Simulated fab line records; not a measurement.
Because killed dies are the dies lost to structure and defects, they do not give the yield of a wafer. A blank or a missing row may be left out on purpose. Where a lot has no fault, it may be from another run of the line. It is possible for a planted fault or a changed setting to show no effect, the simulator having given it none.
What tool caused it? || flow gf180mcu || 21 wafers from 7 lots sampled at 2 of the route's 602 steps

WHAT THE GAUGES READ, wafer by wafer
GF_STI_THK_MEAS_30.
{"lot": "L241", "measured": "day 2 18:47", "on": "film_metro-01", "STI_OXIDATION_02_THK (nm)": "9.82 9.81 9.94"}
{"lot": "L243", "measured": "day 3 02:42", "on": "film_metro-02", "STI_OXIDATION_02_THK (nm)": "9.86 9.63 9.59"}
{"lot": "L245", "measured": "day 3 15:52", "on": "film_metro-01", "STI_OXIDATION_02_THK (nm)": "10.13 10.16 10.41"}
{"lot": "L247", "measured": "day 3 23:22", "on": "film_metro-03", "STI_OXIDATION_02_THK (nm)": "9.69 9.89 10.05"}
{"lot": "L252", "measured": "day 5 01:56", "on": "film_metro-01", "STI_OXIDATION_02_THK (nm)": "9.37 9.73 9.52"}
{"lot": "L259", "measured": "day 6 13:55", "on": "film_metro-03", "STI_OXIDATION_02_THK (nm)": "15.50 15.45 15.58 15.58 15.48 15.58"}
{"lot": "L262", "measured": "day 7 04:15", "on": "film_metro-03", "STI_OXIDATION_02_THK (nm)": "10.13 9.78 10.10"}

WHAT TOOL EACH LOT RAN ON (gives the tool, then ch and the chambers of the sampled wafers, and finally the start)
{"lot": "L241", "GF_STI_OXIDATION_29": "furnace-01 ch 0, day 2 17:23"}
{"lot": "L243", "GF_STI_OXIDATION_29": "furnace-01 ch 0, day 3 01:18"}
{"lot": "L245", "GF_STI_OXIDATION_29": "furnace-01 ch 0, day 3 14:28"}
{"lot": "L247", "GF_STI_OXIDATION_29": "furnace-01 ch 0, day 3 21:57"}
{"lot": "L252", "GF_STI_OXIDATION_29": "furnace-02 ch 0, day 5 00:32"}
{"lot": "L259", "GF_STI_OXIDATION_29": "furnace-01 ch 0, day 6 12:31"}
{"lot": "L262", "GF_STI_OXIDATION_29": "furnace-02 ch 0, day 7 02:50"}
- GF_STI_OXIDATION_29: stabilise 600 s, purge 300 s, target thk 10 nm.

THE ANSWER, worked out from the rows above alone
Rule: the usual values come from the lots themselves. Put in order of their means at a reading, lots are off if they are a third of the lots or fewer, leave a main group of 4 or more, and stand apart from it by a gap of 3 or more times the standard deviation of the main group's means; of several such gaps the widest counts. A main group is skipped when, at the precision printed for the reading in the tables above, its means are all equal. Also off: a lot with no number at a reading for which 4 or more lots have one. The other lots that the step has rows for count as sound.
Off: L259, seen at GF_STI_THK_MEAS_30 (STI_OXIDATION_02_THK). The main group: mean 9.87 nm, standard deviation 0.22.
A tool fits if, at a process step before that reading, it ran every lot that is off, and no sound lot after the first of them. Gauges at GF_STI_THK_MEAS_30: tried the same way as those tools. One candidate fits, namely furnace-01 at GF_STI_OXIDATION_29. Its last sound lot is L247 (day 3 21:57), its first lot that is off L259 (day 6 12:31): a fault that began between those two fits.

WHAT THE SIMULATOR PUT IN
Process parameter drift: furnace-01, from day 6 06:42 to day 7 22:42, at GF_STI_OXIDATION_29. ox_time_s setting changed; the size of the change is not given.
Struck lots among those shown: L259. The rule given above showed the same thing.
